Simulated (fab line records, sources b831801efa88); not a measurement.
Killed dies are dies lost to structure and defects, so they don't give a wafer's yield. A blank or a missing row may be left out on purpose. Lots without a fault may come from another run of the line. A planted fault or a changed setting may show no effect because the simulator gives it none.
Problem report in the 8D (eight disciplines) form, filled by code | flow gf180mcu | the parts of the form that need people (team, actions taken, sign-off) are left out

1. THE PROBLEM
CONTACT_CVD_02_THK at GF_CONTACT_THK_MEAS_03 reads a mean of 630 nm on 3 wafers of 2 lots; wafers without a fault read 863 nm with a standard deviation of 11. That is -21 standard deviations from the usual mean.
First seen on wafer L588.1, day 19 03:52, on film_metro-02. The record holds 39 wafers of 13 lots with a number at this step. Rule for "out", or "out of limits": more than 4 standard deviations from the usual mean. The other wafers with a number count as sound.

2. WHAT IT IS AND WHAT IT IS NOT
question                    | is                           | is not
which readings at this step | CONTACT_CVD_02_THK           | -
which lots                  | L588, L589                   | L577, L578, L579, L580, L583, L586, L587, L597, L598, L599, L600
which wafers of those lots  | L588.1, L588.6, L589.6       | L588.4, L589.2, L589.3
read on which gauges        | film_metro-01, film_metro-02 | film_metro-04
when                        | from day 19 03:52            | up to then (22 sound wafers); but 14 sound wafers of L589, L597, L598, L599, L600 came after

3. SUSPECTS, AND WHAT RULES EACH OUT
Counting: a tool at a process step up to the reading stays a suspect if it ran every lot that is out. Sound lots after the first of them don't rule it out here, since some wafers of a struck lot are sound.
- the gauge at GF_CONTACT_THK_MEAS_03: ruled out. The wafers that are out were read on 2 gauges (film_metro-01, film_metro-02).
- pecvd-02 at GF_CONTACT_CVD_02 (deposits SiO2 from TEOS, target thk 860 nm, time 95.992 s): kept. It ran every lot that is out, first L588 (day 19 03:48); its last sound lot up to then is L587 (day 18 20:56).
Left after counting: pecvd-02 at GF_CONTACT_CVD_02.

4. THE CAUSE (what the simulator had put in)
Process parameter drift: pecvd-02, from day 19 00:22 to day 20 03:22, at GF_CONTACT_CVD_02. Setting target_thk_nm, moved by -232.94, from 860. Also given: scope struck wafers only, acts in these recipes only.
Counting left only this tool.

5. THE CHAIN OF EFFECTS, in route order
Each row: a reading whose mean over the struck wafers that have a number lies more than 3 standard deviations from the usual. Only readings for which the record gives a usual standard deviation are gone through. hours: the time from each lot's start at the first step in this table that gives one to its start at this step, as a median over the lots. sigmas: the change in usual standard deviations.
hours | step                   | reading            | usual  | on struck wafers | change | sigmas
0     | GF_CONTACT_THK_MEAS_03 | CONTACT_CVD_02_THK | 863 nm | 630              | -233   | -21
0     | GF_CONTACT_CMP_04      | time_to_endpoint_s | 113 s  | 27               | -86    | -15
The process steps in it:
- GF_CONTACT_CMP_04: polishes SiO2.
Later measuring or inspecting steps at which every struck wafer that the step has a row for has a number for every such reading, and none has moved that far: GF_V2_BOW_MEAS_05.

6. WHAT WOULD HAVE CAUGHT IT SOONER
In this record the first reading out of limits at a measuring or inspecting step was taken at day 19 03:52, 4 hours after the fault began at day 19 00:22.
Of the tool readings at GF_CONTACT_CVD_02 for which the record gives a usual standard deviation, none was out on any struck wafer, so an alarm limit of 4 standard deviations on them would not have fired.
Of the lots that are out (2), L589 began GF_CONTACT_CVD_02 on pecvd-02 after day 19 03:52. A hold on the tool at that time would have spared it.
